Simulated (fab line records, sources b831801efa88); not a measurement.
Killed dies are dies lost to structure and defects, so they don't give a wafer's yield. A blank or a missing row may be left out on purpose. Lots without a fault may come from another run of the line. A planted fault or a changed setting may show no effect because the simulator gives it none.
Problem report in the 8D (eight disciplines) form, filled by code | flow sky130 | the parts of the form that need people (team, actions taken, sign-off) are left out

1. THE PROBLEM
beam_energy_keV at SKY_VT_ADJUST_HVTP_IMPLANT_09 reads a mean of 156.29 on 6 wafers of 2 lots; wafers without a fault read 149.99 with a standard deviation of 0.048. That is +99 or more standard deviations from the usual mean.
First seen on wafer L481.2, day 8 12:29, on implanter-03. The record holds 18 wafers of 6 lots with a number at this step. Rule for "out", or "out of limits": more than 4 standard deviations from the usual mean. The other wafers with a number count as sound.

2. WHAT IT IS AND WHAT IT IS NOT
question                    | is                     | is not
which readings at this step | beam_energy_keV        | beam_on_s
which lots                  | L481, L482             | L472, L480, L491, L495
which wafers of those lots  | all that have a number | -
read on which tools         | implanter-03           | implanter-01, implanter-02
when                        | from day 8 12:29       | up to then (6 sound wafers); but 6 sound wafers of L491, L495 came after

3. SUSPECTS, AND WHAT RULES EACH OUT
Counting: a tool at a process step up to the reading stays a suspect if it ran every lot that is out and no sound lot after the first of them.
- implanter-03 at SKY_VT_ADJUST_HVTP_IMPLANT_09: kept. It ran every lot that is out, first L481 (day 8 12:29), and no sound lot after that; its last sound lot up to then is L480 (day 8 06:07). Its own readings are out on those wafers: beam_energy_keV.
Left after counting: implanter-03 at SKY_VT_ADJUST_HVTP_IMPLANT_09.

4. THE CAUSE (what the simulator had put in)
Process parameter drift: implanter-03, from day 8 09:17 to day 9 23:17, at SKY_VT_ADJUST_HVTP_IMPLANT_09. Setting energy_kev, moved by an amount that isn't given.
Counting left only this tool.

5. THE CHAIN OF EFFECTS, in route order
Each row: a reading whose mean over the struck wafers that have a number lies more than 3 standard deviations from the usual. Only readings for which the record gives a usual standard deviation are gone through. hours: the time from each lot's start at the first step in this table that gives one to its start at this step, as a median over the lots. sigmas: the change in usual standard deviations.
hours | step                          | reading         | usual  | on struck wafers | change | sigmas
0     | SKY_VT_ADJUST_HVTP_IMPLANT_09 | beam_energy_keV | 149.99 | 156.29           | +6.30  | +99 or more
The process steps in it:
- SKY_VT_ADJUST_HVTP_IMPLANT_09

6. WHAT WOULD HAVE CAUGHT IT SOONER
In this record the first reading out of limits was taken at day 8 12:29, 3 hours after the fault began at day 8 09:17.
